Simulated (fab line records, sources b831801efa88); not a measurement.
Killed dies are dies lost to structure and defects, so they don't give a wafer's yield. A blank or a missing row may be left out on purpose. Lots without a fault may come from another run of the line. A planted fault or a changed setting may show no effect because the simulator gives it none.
Split-lot experiment | flow sky130 | 5 lots, 23 wafers read, on a route of 708 steps

THE SPLIT
At SKY_VT_ADJUST_NCORE_DEVELOP_06 (develop time 60 s), the setting dev_temp_c was moved away from the recipe's 23 C on 5 of the 23 wafers read, by -14.1% to +9.7%. The other wafers ran this setting at the recipe's value.

The file shows no step between the split and the reading.

THE READING
cd_nm, in nm, at SKY_VT_ADJUST_NCORE_CD_MEAS_07 (target cd 380 nm). Fault-free wafers of this fab line usually give 380.8 nm, standard deviation 2.7 nm.

wafer  | tool, chamber at the split | dev_temp_c as run, C | against the recipe | cd_nm, nm | against lot-mates on the recipe
L074.1 | litho_track-04, 0          | 23                   | recipe             | 378.6     | -
L074.2 | litho_track-04, 0          | 23                   | recipe             | 378.3     | -
L074.3 | litho_track-04, 0          | 19.75                | -14.1%             | 388.7     | +9.5
L074.5 | litho_track-04, 0          | 19.75                | -14.1%             | 388.2     | +9.0
L074.6 | litho_track-04, 0          | 23                   | recipe             | 380.7     | -
L075.1 | litho_track-02, 0          | 23                   | recipe             | 374.1     | -
L075.3 | litho_track-02, 0          | 23                   | recipe             | 376.6     | -
L075.4 | litho_track-02, 0          | 23                   | recipe             | 379.8     | -
L075.5 | litho_track-02, 0          | 23                   | recipe             | 378.8     | -
L075.6 | litho_track-02, 0          | 23                   | recipe             | 378.9     | -
L076.1 | litho_track-02, 0          | 23                   | recipe             | 379.5     | -
L076.2 | litho_track-02, 0          | 23                   | recipe             | 379.8     | -
L076.5 | litho_track-02, 0          | 23                   | recipe             | 380.8     | -
L083.1 | litho_track-02, 0          | 23                   | recipe             | 381.3     | -
L083.2 | litho_track-02, 0          | 25.23                | +9.7%              | 373.7     | -7.3
L083.3 | litho_track-02, 0          | 25.23                | +9.7%              | 372.8     | -8.2
L083.4 | litho_track-02, 0          | 25.23                | +9.7%              | 374.7     | -6.3
L083.5 | litho_track-02, 0          | 23                   | recipe             | 380.7     | -
L085.1 | litho_track-02, 0          | 23                   | recipe             | 386.3     | -
L085.2 | litho_track-02, 0          | 23                   | recipe             | 385.5     | -
L085.3 | litho_track-02, 0          | 23                   | recipe             | 385.8     | -
L085.4 | litho_track-02, 0          | 23                   | recipe             | 385.6     | -
L085.6 | litho_track-02, 0          | 23                   | recipe             | 386.1     | -

THE FIT
A straight line over all 23 wafers: cd_nm changes by -0.619 nm for each +1% of dev_temp_c; r = -0.74; the points scatter about the line by 3.2 nm.
The same after taking each lot's own level away (the mean of its wafers on the recipe; 23 wafers): -0.694 nm for each +1%; r = -0.96; scatter 1.2 nm.
On that fit, the largest move of dev_temp_c shifts the reading by 9.8 nm.
The lots' own levels span 377.64 to 385.86 nm, that is 3.0 times the standard deviation above.
So the lot-to-lot level blurs the effect unless lot-mates are compared.
Check: with one of the wafers moved furthest among these (-14.1%) left out of the fit, the line predicts +9.78 nm for it against its lot-mates. It came out at +9.5 nm against them.

OTHER SPLITS ON THESE WAFERS
These wafers also went through other splits before the reading. Each is held against what the fit with the lots' levels taken away leaves over:
other split on the same wafers        | wafers away from the commonest value | r with cd_nm (lot level and that fit taken away)
SKY_FIELD_ISO_CVD_03 time_s           | 18                                   | -0.06
SKY_FIELD_ISO_ETCH_14 ion_energy_ev   | 11                                   | +0.04
SKY_DNWELL_COAT_02 resist_thk_nm      | 10                                   | -0.05
SKY_DNWELL_EXPOSE_04 dose_mj          | 10                                   | -0.16
SKY_PWDE_IMPLANT_08 dose_cm2          | 5                                    | -0.07
SKY_NWELL_IMPLANT_24 dose_cm2         | 5                                    | +0.03
SKY_VT_ADJUST_LVTN_SOFTBAKE_03 temp_c | 7                                    | +0.08
SKY_VT_ADJUST_LVTN_COAT_13 spin_rpm   | 10                                   | -0.04
SKY_VT_ADJUST_LVTN_SOFTBAKE_14 time_s | 5                                    | -0.07

THE FILE'S OWN FIT
cd_nm changes by -0.687 nm for each +1% of dev_temp_c, r = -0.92.
